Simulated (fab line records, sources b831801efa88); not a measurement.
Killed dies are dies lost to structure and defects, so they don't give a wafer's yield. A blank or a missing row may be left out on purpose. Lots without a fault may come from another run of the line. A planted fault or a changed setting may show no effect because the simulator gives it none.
Problem report in the 8D (eight disciplines) form, filled by code | flow sky130 | the parts of the form that need people (team, actions taken, sign-off) are left out

1. THE PROBLEM
cd_nm at SKY_LOCAL_INTERCONNECT_CD_MEAS_11 reads a mean of 142.2 nm on 2 wafers of 2 lots; wafers without a fault read 169.6 nm with a standard deviation of 1.4. That is -20 standard deviations from the usual mean.
The step: target cd 170 nm.
First seen on wafer L100.5, day 35 08:16, on cd_sem-01. The record holds 41 wafers of 14 lots with a number at this step. Rule for "out", or "out of limits": more than 4 standard deviations from the usual mean. The other wafers with a number count as sound.

2. WHAT IT IS AND WHAT IT IS NOT
question                    | is                | is not
which readings at this step | cd_nm             | -
which lots                  | L100, L103        | L105, L986, L988, L989, L990, L991, L992, L994, L995, L997, L998, L999
which wafers of those lots  | L100.5, L103.6    | L100.2, L100.3, L103.2
read on which gauges        | cd_sem-01         | -
when                        | from day 35 08:16 | up to then (35 sound wafers); but 4 sound wafers of L103, L105 came after

3. SUSPECTS, AND WHAT RULES EACH OUT
Counting: a tool at a process step up to the reading stays a suspect if it ran every lot that is out. Sound lots after the first of them don't rule it out here, since some wafers of a struck lot are sound.
- the gauge at SKY_LOCAL_INTERCONNECT_CD_MEAS_11: kept. All the wafers that are out were read on cd_sem-01, and no step on other tools shows them out.
- plasma_asher-03 at SKY_POLY_CUT_STRIP_12 (strips in O2/N2): kept. It ran every lot that is out, first L100 (day 29 14:36); its last sound lot up to then is L997 (day 28 21:41).
- krf_scanner-01 at SKY_LOCAL_INTERCONNECT_EXPOSE_08 (exposes mask LI1M, target cd 170 nm): kept. It ran every lot that is out, first L100 (day 34 19:10); its last sound lot up to then is L998 (day 34 07:40).
Left after counting: plasma_asher-03 at SKY_POLY_CUT_STRIP_12, krf_scanner-01 at SKY_LOCAL_INTERCONNECT_EXPOSE_08, cd_sem-01 at SKY_LOCAL_INTERCONNECT_CD_MEAS_11.

4. THE CAUSE (what the simulator had put in)
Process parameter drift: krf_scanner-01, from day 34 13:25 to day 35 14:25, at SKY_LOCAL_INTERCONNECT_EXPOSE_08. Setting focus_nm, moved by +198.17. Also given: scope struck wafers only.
Counting left 3 suspects, and this tool is among them.

5. THE CHAIN OF EFFECTS, in route order
Each row: a reading whose mean over the struck wafers that have a number lies more than 3 standard deviations from the usual. Only readings for which the record gives a usual standard deviation are gone through. hours: the time from each lot's start at the first step in this table that gives one to its start at this step, as a median over the lots. sigmas: the change in usual standard deviations.
hours | step                              | reading | usual    | on struck wafers | change | sigmas
0     | SKY_LOCAL_INTERCONNECT_CD_MEAS_11 | cd_nm   | 169.6 nm | 142.2            | -27.4  | -20
Later measuring or inspecting steps at which every struck wafer that the step has a row for has a number for every such reading, and none has moved that far: SKY_VIA1_THK_MEAS_01.

6. WHAT WOULD HAVE CAUGHT IT SOONER
In this record the first reading out of limits at a measuring or inspecting step was taken at day 35 08:16, 19 hours after the fault began at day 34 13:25.
Of the tool readings at SKY_LOCAL_INTERCONNECT_EXPOSE_08 for which the record gives a usual standard deviation, none was out on any struck wafer, so an alarm limit of 4 standard deviations on them would not have fired.
Of the lots that are out (2), L103 began SKY_LOCAL_INTERCONNECT_EXPOSE_08 on krf_scanner-01 after day 35 08:16. A hold on the tool at that time would have spared it.
